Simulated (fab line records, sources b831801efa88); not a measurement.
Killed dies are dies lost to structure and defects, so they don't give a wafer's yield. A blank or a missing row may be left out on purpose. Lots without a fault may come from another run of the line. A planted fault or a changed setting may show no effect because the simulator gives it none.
A struck lot beside a sound one | flow sky130 | 14 steps out of a route of 708
Sound: wafers L235.1, L235.3, L235.4. Struck: wafers L225.1, L225.2, L225.6. The cause comes at the end.
At each step with rows: each side's tool, then ch and its chambers, then its first start. Under that, the readings that differ: sound wafers | struck wafers | difference of the means | sigmas: that difference in standard deviations of wafers without a fault.
alike: readings whose means differ by less than 2 such deviations, and words and numbers that are the same on both sides. not compared: withheld readings, readings that some wafer has no value for, bounds like >300 that may hide the same value, and numbers for which the record gives no deviation and whose values overlap.
The two part at a step that has a row with sigmas, a row that says differs or no value, or rows on one side only. Numbers that don't overlap but have no deviation are shown without sigmas and don't part them. A reading that every wafer of one side lacks parts them only if that side has two wafers or more.

SKY_LDD_LDN_TW_MEAS_13:
  sound on film_metro-03, day 28 14:35; struck on film_metro-01, day 25 02:53
  alike: LDD_LDN_TW
then, 2 steps without rows for these wafers: SKY_LDD_LDN_CLEAN_14 (cleans in SC1/SC2, time 150 s); SKY_SPACER_CVD_00 (deposits Si3N4 from DCS/NH3, target thk 43.1 nm, time 740 s).
SKY_SPACER_THK_MEAS_01:
  sound on film_metro-04, day 28 19:29; struck on film_metro-03, day 25 04:47
  alike: SPACER_CVD_00_THK
SKY_SPACER_ETCHBACK_02: etches Si3N4 in CH3F/O2, stops on SiO2, time 46.7 s, target depth 45 nm.
  sound on rie_diel-04 ch 1,2,3, day 28 19:32; struck on rie_diel-04 ch 1,2,3, day 25 04:51
  alike: drypump_motor_current_A, oes_product_au, throttle_valve_pct
  not compared: rf_hours_counter_h
then, 7 steps without rows for these wafers: SKY_POLY_CUT_DEHYDRATE_00 (time 60 s); SKY_POLY_CUT_HMDS_01 (prime time 60 s); SKY_POLY_CUT_COAT_02 (resist thk 60 nm); SKY_POLY_CUT_COAT_03 (resist thk 450 nm); SKY_POLY_CUT_SOFTBAKE_04 (time 90 s); SKY_POLY_CUT_EXPOSE_05 (exposes mask NPCM, target cd 270 nm); SKY_POLY_CUT_PEB_06.
SKY_POLY_CUT_DEVELOP_07: develop time 60 s.
  sound on litho_track-02 ch 0, day 30 03:00; struck on litho_track-03, day 26 08:00
  no value came back on the struck wafers for chill_plate_temp_C (C), develop_time_s (s); on the sound wafers chill_plate_temp_C (C) reads 23.04 23.10 23.10
  reading                                         | sound             | struck          | difference | sigmas
  model.KrF-thick_of_POLY_CUT_COAT_03.thk_nm (nm) | 436.7 435.7 436.4 | 450.7 451 450.6 | +14.5      |
SKY_POLY_CUT_CD_MEAS_08: target cd 270 nm.
  sound on cd_sem-01, day 30 03:46; struck on cd_sem-01, day 26 08:19
  reading    | sound             | struck | difference                    | sigmas
  cd_nm (nm) | 271.8 272.2 270.6 | - - -  | no value on the struck wafers |

WHERE THEY PART
First at SKY_POLY_CUT_DEVELOP_07; last, within this record, at SKY_POLY_CUT_CD_MEAS_08.

WHY: what the simulator had put in
Skipped step whole: litho_track-03, from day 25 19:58 on, at SKY_POLY_CUT_DEVELOP_07. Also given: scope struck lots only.
